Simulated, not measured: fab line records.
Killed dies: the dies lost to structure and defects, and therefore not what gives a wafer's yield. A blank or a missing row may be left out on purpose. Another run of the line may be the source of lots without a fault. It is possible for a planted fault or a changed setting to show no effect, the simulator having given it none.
Which tool is to blame? ; flow sky130 ; 39 wafers from 13 lots sampled at 2 of the route's 708 steps

## WHAT THE GAUGES SHOWED, per wafer
SKY_METAL3_CD_MEAS_13: the cd target is 300 nm. Usual: 299.5 nm for cd_nm, sd 1.7.
lot;measured;on;cd_nm (nm);flag
L349;day 39 19:26;cd_sem-01;295.7 296.1 295.6;
L351;day 39 21:32;cd_sem-02;298.9 298.1 299.4;
L350;day 39 23:56;cd_sem-02;299.8 298.9 299.2;
L353;day 40 10:08;cd_sem-02;300.4 299.3 300.3;
L354;day 40 14:53;cd_sem-02;299.6 299.5 299.5;
L352;day 40 17:48;cd_sem-02;302.0 302.3 302.9;
L355;day 40 22:22;cd_sem-01;299.5 299.7 299.3;
L358;day 41 21:43;cd_sem-01;300.6 300.6 301.3;
L359;day 42 05:54;cd_sem-02;300.5 298.4 299.3;
L361;day 42 08:18;cd_sem-01;300.9 299.8 301.5;
L366;day 44 03:36;cd_sem-02;299.8 300.6 300.7;
L368;day 44 11:13;cd_sem-01;300.8 299.0 299.3;
L371;day 45 04:19;cd_sem-01;298.1 300.0 299.3;

## WHAT TOOL EACH LOT RAN ON (gives the tool, then ch and the chambers of the sampled wafers, and finally the start)
lot;SKY_CAPM_METAL_ETCH_13
L349;rie_metal-01 ch 1, day 38 17:42
L351;rie_metal-02 ch 0,1, day 38 19:17
L350;rie_metal-04 ch 0,1, day 38 22:03
L353;rie_metal-01 ch 0,1, day 39 09:12
L354;rie_metal-02 ch 0,1, day 39 13:10
L352;rie_metal-01 ch 0,1, day 39 16:54
L355;rie_metal-04 ch 0,1, day 39 21:27
L358;rie_metal-02 ch 0,1, day 40 21:03
L359;rie_metal-04 ch 0,1, day 41 06:16
L361;rie_metal-01 ch 0,1, day 41 07:52
L366;rie_metal-02 ch 0,1, day 43 03:54
L368;rie_metal-04 ch 1, day 43 11:48
L371;rie_metal-04 ch 0,1, day 44 05:32
- SKY_CAPM_METAL_ETCH_13: etches TiN in Cl2/BCl3, stops on SiO2, target depth 220 nm, time 62.9 s.

## AS READ BY THE TOOLS THEMSELVES (means over the sampled wafers that have a number; for cases with no such wafer, the mark the record gives instead)
SKY_CAPM_METAL_ETCH_13. Usual: chamber_pressure_mTorr 9.999 mTorr, standard deviation 0.0085; drypump_motor_current_A 5.9 A, standard deviation 0.32; he_backside_leak_sccm 3.36 sccm, standard deviation 0.21; oes_product_au 0.942 a.u., standard deviation 0.0064; throttle_valve_pct 21.901 %, standard deviation 0.0087.
lot;tool;chamber_pressure_mTorr (mTorr);drypump_motor_current_A (A);he_backside_leak_sccm (sccm);oes_product_au (a.u.);throttle_valve_pct (%);flag
L349;rie_metal-01;10.003;6.3;3.52;0.937;21.905;
L351;rie_metal-02;10.003;5.7;3.44;0.941;21.907;
L350;rie_metal-04;9.996;6.0;3.44;0.943;21.897;
L353;rie_metal-01;10.000;5.8;3.25;0.948;21.896;
L354;rie_metal-02;10.002;5.8;3.49;0.935;21.899;
L352;rie_metal-01;10.000;5.8;3.20;0.945;21.896;
L355;rie_metal-04;9.992;6.0;3.59;0.937;21.897;
L358;rie_metal-02;10.007;5.8;3.33;0.939;21.900;
L359;rie_metal-04;9.995;5.9;3.34;0.948;21.902;
L361;rie_metal-01;9.995;6.1;3.17;0.947;21.891;
L366;rie_metal-02;9.997;5.9;3.53;0.940;21.906;
L368;rie_metal-04;10.001;5.7;3.27;0.940;21.900;
L371;rie_metal-04;9.999;6.0;3.35;0.941;21.907;

## THE ANSWER, worked out from the rows above alone
Rule: take the mean of a lot's wafers that have a number; if it is more than 3 standard deviations from the usual mean, the lot is off. Also off: a lot with no number at a reading for which 4 or more lots have one. Where the step has rows for the other lots, those lots are counted as sound. First the gauges in route order, then the tools' own readings, where a lot's mean is used as printed above. At the first step where some lot is off, the reading lying furthest off is the one used; lots without a number count as furthest.
Across all readings shown, no lot is off: no conclusion can be drawn from this.

## WHAT THE SIMULATOR PUT IN
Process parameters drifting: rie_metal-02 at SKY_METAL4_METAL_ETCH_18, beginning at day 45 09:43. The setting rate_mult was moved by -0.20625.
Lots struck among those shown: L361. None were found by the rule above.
